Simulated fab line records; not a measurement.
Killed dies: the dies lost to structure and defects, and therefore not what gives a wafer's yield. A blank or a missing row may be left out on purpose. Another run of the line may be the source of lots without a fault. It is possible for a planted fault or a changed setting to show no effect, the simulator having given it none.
fab line records | flow sky130
record lots=24 wafers=72 last-day=50
route steps=708 shown LI_CONTACT@374 METAL2@502 VIA2@528 CAPM@549 PAD_OPEN@707
lots that met no fault: taken from a fault-free run of the same line
start-h: hours from the record's opening day to when the first of the lot's shown wafers began | wait-h: hours elapsed since this lot's preceding step | " unchanged from the row above | L1.1+2: several wafers, shown together as one row | - either no value or no given start | * or withheld: withheld | < > ~ a bound
route shown NAME@n: a module of which the file shows steps, and the number in the route of the first | usual: the fault-free wafers' mean and standard deviation | same: alike in all rows | chamber/n: place in a boat | sites: the reading at each site | _std_site: standard deviation of those values | _edge_site: the outer-site mean with the inner-site mean subtracted | radius-mm: how far each site lies from the wafer's centre | mask NAME#n: copy n | behind: the most recent tool/chamber to have shaped the wafer | hold: cause of the lot's hold/its duration in hours/its outcome | device: transistor that didn't switch, given as n, p or np | end of line: tests run on the same wafers once the route is complete | for a step that has no rows: nothing shown but its recipe | killed: the dies lost at the first sort to structure and to defects; this is not the yield of the wafer | map: per-die view of a wafer (x killed, . not killed, _ where there is no die)
set.NAME: setting as actually run; set.NAME@STEP: the setting as run at that earlier step | model.NAME: the simulator's own value behind a step, which no gauge read
route steps across a sampled set of lots; one table per step, one row per wafer
services: from which hour (start-h, from the record's first day; less than 0 if before it) a tool's chamber was out of use, for how many hours, and why
## steps
# step SKY_LI_CONTACT_CD_MEAS_12
# recipe target-cd-nm=170
# usual cd-nm=170.0/1.2
# columns lot.wafer tool chamber start-h wait-h cd-nm
L074.1 cd-sem-02 - 680.35 - 170.9
L074.3 " - " " 171.4
L074.6 " - " " 172.2
L075.1 cd-sem-02 - 685.95 - 168.8
L075.4 " - " " 169.0
L075.5 " - " " 166.3
L076.1 cd-sem-01 - 695.95 - 168.6
L076.2 " - " " 169.9
L076.4 " - " " 169.0
L078.1 cd-sem-01 - 705.25 - 170.3
L078.3 " - " " 170.1
L078.6 " - " " 171.6
L077.1 cd-sem-02 - 707.41 - 170.4
L077.4 " - " " 171.6
L077.6 " - " " 170.7
L079.1 cd-sem-01 - 726.36 - 168.0
L079.4 " - " " 170.3
L079.6 " - " " 168.6
L080.1 cd-sem-01 - 729.59 - 170.1
L080.2 " - " " 169.3
L080.6 " - " " 169.8
L081.1 cd-sem-01 - 737.99 - 169.4
L081.4 " - " " 170.5
L081.5 " - " " 170.2
L082.3 cd-sem-02 - 740.38 - 171.8
L082.5 " - " " 170.9
L082.6 " - " " 172.2
L083.1 cd-sem-01 - 748.14 - 171.0
L083.2 " - " " 171.4
L083.5 " - " " 169.8
L084.2 cd-sem-02 - 765.21 - 171.3
L084.4 " - " " 169.6
L084.6 " - " " 171.5
L085.2 cd-sem-01 - 766.51 - 169.7
L085.3 " - " " 169.7
L085.5 " - " " 169.7
L086.1 cd-sem-02 - 776.70 - 171.6
L086.3 " - " " 170.1
L086.4 " - " " 169.8
L087.1 cd-sem-01 - 784.11 - 168.9
L087.2 " - " " 170.9
L087.3 " - " " 169.2
L088.1 cd-sem-02 - 794.51 - 168.6
L088.3 " - " " 170.7
L088.6 " - " " 170.0
L089.3 cd-sem-01 - 803.08 - 168.3
L089.4 " - " " 168.6
L089.5 " - " " 169.4
L090.2 cd-sem-02 - 813.91 - 172.9
L090.3 " - " " 170.7
L090.5 " - " " 173.2
L091.2 cd-sem-02 - 814.43 - 169.9
L091.4 " - " " 170.4
L091.6 " - " " 169.7
L092.1 cd-sem-02 - 826.61 - 170.2
L092.4 " - " " 168.4
L092.5 " - " " 168.0
L093.2 cd-sem-01 - 835.61 - 169.9
L093.3 " - " " 169.7
L093.5 " - " " 170.1
L094.1 cd-sem-02 - 846.18 - 168.8
L094.4 " - " " 168.3
L094.5 " - " " 170.3
L097.1 cd-sem-02 - 856.96 - 169.6
L097.4 " - " " 169.3
L097.5 " - " " 168.9
L095.2 cd-sem-01 - 857.98 - 170.3
L095.4 " - " " 168.6
L095.5 " - " " 170.8
L096.1 cd-sem-01 - 860.31 - 170.7
L096.2 " - " " 170.5
L096.3 " - " " 170.0
# step SKY_LI_CONTACT_RS_MEAS_22
# recipe thk-meas-gauge=four-point-probe reads=W_of_LI_CONTACT_CVD_21+TiN_of_LI_CONTACT_SPUTTER_20+Ti_of_LI_CONTACT_SPUTTER_19
# usual LI_CONTACT_W_RS=0.286/0.0033
# columns lot.wafer tool chamber start-h wait-h LI_CONTACT_W_RS[ohm/sq]
L074.1 film-metro-02 - 681.19 0.1 0.285
L074.3 " - " " 0.286
L074.6 " - " " 0.286
L075.1 film-metro-02 - 686.79 0.1 0.286
L075.4 " - " " 0.281
L075.5 " - " " 0.295
L076.1 film-metro-04 - 696.81 0.1 0.284
L076.2 " - " " 0.285
L076.4 " - " " 0.279
L078.1 film-metro-02 - 706.09 0.1 0.288
L078.3 " - " " 0.285
L078.6 " - " " 0.285
L077.1 film-metro-04 - 708.25 0.1 0.283
L077.4 " - " " 0.279
L077.6 " - " " 0.280
L079.1 film-metro-04 - 727.32 0.2 0.286
L079.4 " - " " 0.290
L079.6 " - " " 0.286
L080.1 film-metro-03 - 730.57 0.2 0.283
L080.2 " - " " 0.285
L080.6 " - " " 0.283
L081.1 film-metro-02 - 738.83 0.1 0.289
L081.4 " - " " 0.285
L081.5 " - " " 0.289
L082.3 film-metro-02 - 741.22 0.1 0.279
L082.5 " - " " 0.284
L082.6 " - " " 0.283
L083.1 film-metro-02 - 748.98 0.1 0.287
L083.2 " - " " 0.285
L083.5 " - " " 0.286
L084.2 film-metro-02 - 766.05 0.1 0.285
L084.4 " - " " 0.284
L084.6 " - " " 0.286
L085.2 film-metro-03 - 767.35 0.1 0.283
L085.3 " - " " 0.292
L085.5 " - " " 0.289
L086.1 film-metro-02 - 777.61 0.1 0.285
L086.3 " - " " 0.283
L086.4 " - " " 0.289
L087.1 film-metro-04 - 784.96 0.1 0.283
L087.2 " - " " 0.289
L087.3 " - " " 0.283
L088.1 film-metro-03 - 795.35 0.1 0.286
L088.3 " - " " 0.289
L088.6 " - " " 0.287
L089.3 film-metro-02 - 803.93 0.1 0.282
L089.4 " - " " 0.282
L089.5 " - " " 0.288
L090.2 film-metro-04 - 814.75 0.1 0.284
L090.3 " - " " 0.289
L090.5 " - " " 0.283
L091.2 film-metro-03 - 815.27 0.1 0.284
L091.4 " - " " 0.288
L091.6 " - " " 0.282
L092.1 film-metro-03 - 827.46 0.1 0.291
L092.4 " - " " 0.288
L092.5 " - " " 0.286
L093.2 film-metro-02 - 836.45 0.1 0.289
L093.3 " - " " 0.286
L093.5 " - " " 0.289
L094.1 film-metro-04 - 847.19 0.1 0.286
L094.4 " - " " 0.284
L094.5 " - " " 0.285
L097.1 film-metro-02 - 857.97 0.1 0.290
L097.4 " - " " 0.291
L097.5 " - " " 0.289
L095.2 film-metro-04 - 858.99 0.1 0.288
L095.4 " - " " 0.289
L095.5 " - " " 0.286
L096.1 film-metro-02 - 861.32 0.1 0.287
L096.2 " - " " 0.282
L096.3 " - " " 0.283
# step SKY_METAL2_METAL_ETCH_19
# recipe target-depth-a=3600 stop-on=SiO2 over-etch-frac=0.3 time-s=78 chemistry=Cl2/BCl3 resist-sidewall-deg=88 pressure-mtorr=10 icp-w=900 bias-w=48.5 Cl2_flow_sccm=60 bcl3-flow-sccm=30
# usual bias-w=48.48/0.13 drypump-motor-current-A=5.6/0.5 oes-product-au=0.854/0.0063 throttle-valve-pct=22.264/0.0088
# columns lot.wafer tool chamber start-h wait-h bias-w drypump-motor-current-A oes-product-au rf-hours-counter-h throttle-valve-pct
L074.1 rie-metal-01 1 825.68 0.0 48.41 5.2 0.852 15 22.248
L074.3 " 0 " " 48.51 6.3 0.847 - 22.266
L074.6 " 1 " " 48.64 5.2 0.849 - 22.257
L075.1 rie-metal-04 0 830.54 0.0 48.29 6.2 0.850 2 22.276
L075.4 " 0 " " 48.33 6.2 0.849 - 22.255
L075.5 " 0 " " 48.25 6.2 0.845 - 22.280
L076.1 rie-metal-01 1 839.73 0.0 48.46 5.2 0.856 15 22.256
L076.2 " 0 " " 48.55 6.3 0.862 18 22.271
L076.4 " 0 " " 48.42 6.3 0.859 - 22.268
L078.1 rie-metal-01 1 848.16 0.0 48.77 5.2 0.851 16 22.272
L078.3 " 1 " " 48.53 5.2 0.847 - 22.269
L078.6 " 0 " " 48.46 6.3 0.849 - 22.258
L077.1 rie-metal-03 1 853.28 0.0 48.53 6.1 0.853 9 22.264
L077.4 " 0 " " 48.44 5.4 0.861 - 22.251
L077.6 " 0 " " 48.57 5.4 0.858 - 22.269
L079.1 rie-metal-03 0 869.05 0.1 48.54 5.4 0.857 4 22.263
L079.4 " 0 " " 48.44 5.4 0.852 - 22.264
L079.6 " 0 " " 48.62 5.4 0.861 - 22.263
L080.1 rie-metal-01 0 870.58 0.0 48.35 6.3 0.850 20 22.274
L080.2 " 1 " " 48.69 5.2 0.857 17 22.268
L080.6 " 0 " " 48.42 6.3 0.865 - 22.263
L081.1 rie-metal-03 0 881.35 0.1 48.43 5.4 0.861 4 22.255
L081.4 " 0 " " 48.58 5.4 0.852 - 22.258
L081.5 " 0 " " 48.58 5.4 0.861 - 22.264
L082.3 rie-metal-04 1 882.22 0.1 48.52 4.9 0.855 - 22.260
L082.5 " 0 " " 48.27 6.2 0.859 - 22.260
L082.6 " 1 " " 48.52 4.9 0.847 - 22.278
L083.1 rie-metal-03 0 889.14 0.1 48.62 5.4 0.850 5 22.268
L083.2 " 0 " " 48.40 5.4 0.846 - 22.253
L083.5 " 0 " " 48.37 5.4 0.852 - 22.258
L084.2 rie-metal-01 1 906.86 0.1 48.40 5.2 0.848 - 22.268
L084.4 " 1 " " 48.45 5.2 0.856 - 22.268
L084.6 " 1 " " 48.41 5.2 0.844 - 22.269
L085.2 rie-metal-03 0 908.50 0.1 48.55 5.4 0.861 - 22.261
L085.3 " 0 " " 48.17 5.4 0.859 - 22.254
L085.5 " 0 " " 48.72 5.4 0.859 - 22.263
L086.1 rie-metal-01 1 917.02 0.1 48.38 5.2 0.868 20 22.274
L086.3 " 1 " " 48.43 5.2 0.850 - 22.268
L086.4 " 1 " " 48.44 5.2 0.851 - 22.247
L087.1 rie-metal-04 1 921.39 0.0 48.69 4.9 0.854 17 22.261
L087.2 " 0 " " 48.43 6.2 0.855 6 22.257
L087.3 " 1 " " 48.49 4.9 0.846 - 22.276
L088.1 rie-metal-04 0 931.58 0.0 48.55 6.2 0.858 7 22.268
L088.3 " 1 " " 48.33 4.9 0.848 - 22.256
L088.6 " 1 " " 48.35 4.9 0.861 - 22.280
L089.3 rie-metal-04 0 941.21 0.1 48.45 6.2 0.842 - 22.260
L089.4 " 1 " " 48.54 4.9 0.843 - 22.272
L089.5 " 0 " " 48.35 6.2 0.847 - 22.287
L091.2 rie-metal-03 1 951.16 0.0 48.43 6.1 0.845 11 22.253
L091.4 " 1 " " 48.47 6.2 0.859 - 22.267
L091.6 " 1 " " 48.78 6.1 0.851 - 22.266
L090.2 rie-metal-04 0 951.49 0.0 48.48 6.2 0.857 8 22.257
L090.3 " 0 " " 48.47 6.2 0.856 - 22.264
L090.5 " 1 " " 48.39 4.9 0.858 - 22.255
L092.1 rie-metal-04 0 962.92 0.1 48.51 6.2 0.847 8 22.265
L092.4 " 0 " " 48.37 6.2 0.861 - 22.261
L092.5 " 0 " " 48.46 6.2 0.859 - 22.268
L093.2 rie-metal-03 1 971.51 0.0 48.50 6.1 0.847 12 22.260
L093.3 " 1 " " 48.42 6.1 0.859 - 22.262
L093.5 " 0 " " 48.45 5.4 0.843 - 22.260
L094.1 rie-metal-04 1 979.76 0.0 48.33 4.9 0.844 0 22.259
L094.4 " 0 " " 48.47 6.2 0.848 - 22.262
L094.5 " 0 " " 48.54 6.2 0.853 - 22.276
L097.1 rie-metal-04 0 990.44 0.0 48.62 6.2 0.851 10 22.256
L097.4 " 1 " " 48.32 4.9 0.854 - 22.274
L097.5 " 1 " " 48.07 4.9 0.850 - 22.256
L095.2 rie-metal-03 1 990.51 0.0 48.20 6.1 0.869 12 22.266
L095.4 " 1 " " 48.28 6.1 0.859 - 22.267
L095.5 " 0 " " 48.47 5.4 0.860 - 22.256
L096.1 rie-metal-03 1 994.28 0.0 48.41 6.1 0.852 13 22.276
L096.2 " 0 " " 48.87 5.4 0.848 11 22.261
L096.3 " 0 " " 48.83 5.4 0.854 - 22.282
# step SKY_VIA2_CVD_21
# recipe material=W target-thk-nm=420 time-s=126.4 temp-c=400 pressure-torr=40
# usual heater-power-w=813/68
# columns lot.wafer tool chamber start-h wait-h heater-power-w
L074.1 cvd-w-01 0 854.38 0.0 890
L074.3 " 1 " " 871
L074.6 " 1 " " 861
L075.1 cvd-w-02 1 859.46 0.0 713
L075.4 " 1 " " 723
L075.5 " 0 " " 833
L076.1 cvd-w-02 1 867.87 0.0 716
L076.2 " 0 " " 832
L076.4 " 0 " " 853
L078.1 cvd-w-02 1 876.73 0.0 717
L078.3 " 0 " " 876
L078.6 " 0 " " 853
L077.1 cvd-w-02 0 881.57 0.0 844
L077.4 " 1 " " 710
L077.6 " 1 " " 716
L079.1 cvd-w-01 0 897.34 0.0 908
L079.4 " 0 " " 908
L079.6 " 1 " " 850
L080.1 cvd-w-02 1 897.97 0.0 702
L080.2 " 0 " " 881
L080.6 " 0 " " 864
L081.1 cvd-w-02 1 909.75 0.0 738
L081.4 " 0 " " 883
L081.5 " 1 " " 703
L082.3 cvd-w-02 1 910.37 0.1 706
L082.5 " 1 " " 705
L082.6 " 0 " " 855
L083.1 cvd-w-02 0 916.62 0.0 857
L083.2 " 1 " " 706
L083.5 " 1 " " 713
L084.2 cvd-w-01 0 934.01 0.1 853
L084.4 " 0 " " 863
L084.6 " 0 " " 864
L085.2 cvd-w-02 0 935.61 0.0 869
L085.3 " 0 " " 894
L085.5 " 0 " " 851
L086.1 cvd-w-02 1 944.17 0.0 729
L086.3 " 1 " " 719
L086.4 " 0 " " 866
L087.1 cvd-w-02 1 947.87 0.0 726
L087.2 " 0 " " 877
L087.3 " 0 " " 868
L088.1 cvd-w-02 1 958.97 0.0 717
L088.3 " 0 " " 864
L088.6 " 1 " " 714
L089.3 cvd-w-01 1 967.67 0.1 827
L089.4 " 1 " " 869
L089.5 " 1 " " 884
L091.2 cvd-w-01 1 977.03 0.1 857
L091.4 " 1 " " 852
L091.6 " 1 " " 831
L090.2 cvd-w-02 0 977.33 0.0 849
L090.3 " 1 " " 715
L090.5 " 1 " " 709
L092.1 cvd-w-01 0 989.08 0.0 842
L092.4 " 0 " " 849
L092.5 " 1 " " 848
L093.2 cvd-w-01 1 997.44 0.0 846
L093.3 " 1 " " 846
L093.5 " 1 " " 858
L094.1 cvd-w-01 1 1005.99 0.0 846
L094.4 " 1 " " 835
L094.5 " 1 " " 835
L097.1 cvd-w-02 1 1015.92 0.0 709
L097.4 " 1 " " 732
L097.5 " 0 " " 859
L095.2 cvd-w-02 1 1016.19 0.0 717
L095.4 " 1 " " 715
L095.5 " 0 " " 870
L096.1 cvd-w-01 0 1019.82 0.0 827
L096.2 " 1 " " 851
L096.3 " 1 " " 842
# step SKY_CAPM_OVL_MEAS_12
# usual CAPM_OVL=-0.7/1.4
# columns lot.wafer tool chamber start-h wait-h CAPM_OVL[nm]
L074.1 overlay-02 - 881.24 0.1 0.2
L074.3 " - " " 1.2
L074.6 " - " " -1.2
L075.1 overlay-02 - 886.38 0.1 -0.6
L075.4 " - " " -0.2
L075.5 " - " " -2.4
L076.1 overlay-01 - 894.84 0.1 0.2
L076.2 " - " " -0.1
L076.4 " - " " 0.6
L078.1 overlay-02 - 904.09 0.1 -1.7
L078.3 " - " " -1.9
L078.6 " - " " -1.8
L077.1 overlay-02 - 908.64 0.1 0.5
L077.4 " - " " -0.2
L077.6 " - " " -0.9
L079.1 overlay-02 - 922.95 0.1 -0.5
L079.4 " - " " -1.4
L079.6 " - " " -0.2
L080.1 overlay-02 - 923.79 0.1 -1.7
L080.2 " - " " -0.7
L080.6 " - " " -3.3
L081.1 overlay-01 - 935.49 0.1 1.3
L081.4 " - " " 0.1
L081.5 " - " " -1.6
L082.3 overlay-01 - 936.04 0.1 -2.2
L082.5 " - " " -1.0
L082.6 " - " " -1.4
L083.1 overlay-02 - 942.78 0.1 -2.7
L083.2 " - " " 0.4
L083.5 " - " " -1.1
L084.2 overlay-01 - 958.36 0.1 -0.5
L084.4 " - " " 0.8
L084.6 " - " " -1.7
L085.2 overlay-02 - 960.54 0.1 0.1
L085.3 " - " " -0.6
L085.5 " - " " -0.8
L086.1 overlay-02 - 968.99 0.1 -1.2
L086.3 " - " " -4.6
L086.4 " - " " -2.9
L087.1 overlay-02 - 972.58 0.1 -0.3
L087.2 " - " " -0.3
L087.3 " - " " -1.5
L088.1 overlay-02 - 983.94 0.1 0.5
L088.3 " - " " 1.0
L088.6 " - " " 1.7
L089.3 overlay-02 - 992.39 0.1 0.0
L089.4 " - " " -1.2
L089.5 " - " " -2.0
L091.2 overlay-02 - 1001.68 0.1 -0.5
L091.4 " - " " -1.4
L091.6 " - " " -1.2
L090.2 overlay-01 - 1001.81 0.1 1.1
L090.3 " - " " 0.7
L090.5 " - " " 1.6
L092.1 overlay-01 - 1013.40 0.1 0.3
L092.4 " - " " -0.8
L092.5 " - " " -0.1
L093.2 overlay-01 - 1021.51 0.1 -0.5
L093.3 " - " " 2.0
L093.5 " - " " 0.1
L094.1 overlay-01 - 1028.10 0.1 -1.2
L094.4 " - " " -1.2
L094.5 " - " " -2.7
L097.1 overlay-02 - 1040.20 0.1 -1.5
L097.4 " - " " -4.7
L097.5 " - " " -3.2
L095.2 overlay-02 - 1041.73 0.1 0.7
L095.4 " - " " -0.8
L095.5 " - " " 0.9
L096.1 overlay-02 - 1044.85 0.1 -0.6
L096.2 " - " " -1.6
L096.3 " - " " -0.5
# step SKY_PAD_OPEN_BOW_MEAS_13
# recipe mode=bow
# usual PAD_OPEN_BOW=48/10
# columns lot.wafer tool chamber start-h wait-h PAD_OPEN_BOW[um]
L074.1 film-metro-01 - 1080.23 - 46
L074.3 " - " " 49
L074.6 " - " " 47
L075.1 film-metro-02 - 1088.89 - 55
L075.4 " - " " 54
L075.5 " - " " 48
L076.1 film-metro-01 - 1092.40 - 44
L076.2 " - " " 46
L076.4 " - " " 39
L078.1 film-metro-01 - 1098.12 - 49
L078.3 " - " " 58
L078.6 " - " " 64
L077.1 film-metro-01 - 1101.67 - 47
L077.4 " - " " 58
L077.6 " - " " 55
L079.1 film-metro-02 - 1116.00 - 64
L079.4 " - " " 55
L079.6 " - " " 52
L080.1 film-metro-02 - 1116.76 - 56
L080.2 " - " " 63
L080.6 " - " " 43
L081.1 film-metro-03 - 1124.40 - 38
L081.4 " - " " 33
L081.5 " - " " 53
L082.3 film-metro-01 - 1126.88 - 46
L082.5 " - " " 45
L082.6 " - " " 39
L083.1 film-metro-03 - 1129.39 - 52
L083.2 " - " " 40
L083.5 " - " " 48
L084.2 film-metro-02 - 1141.22 - 31
L084.4 " - " " 25
L084.6 " - " " 41
L085.2 film-metro-03 - 1142.82 - 42
L085.3 " - " " 37
L085.5 " - " " 45
L086.1 film-metro-03 - 1152.36 - 53
L086.3 " - " " 47
L086.4 " - " " 59
L087.1 film-metro-01 - 1155.82 - 45
L087.2 " - " " 43
L087.3 " - " " 32
L088.1 film-metro-02 - 1161.36 - 43
L088.3 " - " " 46
L088.6 " - " " 39
L089.3 film-metro-01 - 1168.59 - 54
L089.4 " - " " 48
L089.5 " - " " 55
L091.2 film-metro-03 - 1175.47 - 42
L091.4 " - " " 53
L091.6 " - " " 49
L090.2 film-metro-01 - 1176.97 - 39
L090.3 " - " " 48
L090.5 " - " " 30
L092.1 film-metro-03 - 1183.85 - 58
L092.4 " - " " 66
L092.5 " - " " 66
L093.2 film-metro-01 - 1190.66 - 40
L093.3 " - " " 31
L093.5 " - " " 35
L094.1 film-metro-01 - 1195.71 - 38
L094.4 " - " " 44
L094.5 " - " " 46
L095.2 film-metro-03 - 1203.01 - 68
L095.4 " - " " 52
L095.5 " - " " 44
L097.1 film-metro-02 - 1204.49 - 42
L097.4 " - " " 33
L097.5 " - " " 33
L096.1 film-metro-01 - 1206.05 - 57
L096.2 " - " " 39
L096.3 " - " " 35
## services
# columns tool chamber start-h hours kind
rie-metal-03 0 804.55 1.2 repair
cvd-w-02 - 822.36 6.9 pm
rie-metal-03 1 859.70 55.5 repair
cvd-w-01 1 883.93 9.3 repair
cvd-w-02 - 884.82 0.6 repair
cvd-w-01 0 886.91 6.0 repair
rie-metal-01 - 888.85 2.8 pm
cvd-w-02 0 899.02 9.0 repair
cvd-w-01 - 904.00 14.0 pm
cvd-w-01 0 904.00 14.0 vent-cycle
cvd-w-01 1 904.00 14.0 vent-cycle
rie-metal-01 0 906.28 - clean
rie-metal-01 0 906.28 15.8 scheduled-down
rie-metal-01 0 906.28 15.8 vent-cycle
cvd-w-01 0 918.00 - clean
cvd-w-01 1 918.00 - clean
rie-metal-01 1 931.06 - clean
rie-metal-01 1 931.06 15.8 scheduled-down
cvd-w-01 1 932.95 12.8 repair
rie-metal-04 1 961.55 - clean
rie-metal-04 1 961.55 17.0 scheduled-down
rie-metal-04 1 961.55 17.0 vent-cycle
cvd-w-01 0 966.18 11.0 repair
rie-metal-01 1 985.62 5.7 repair
## key
fault none
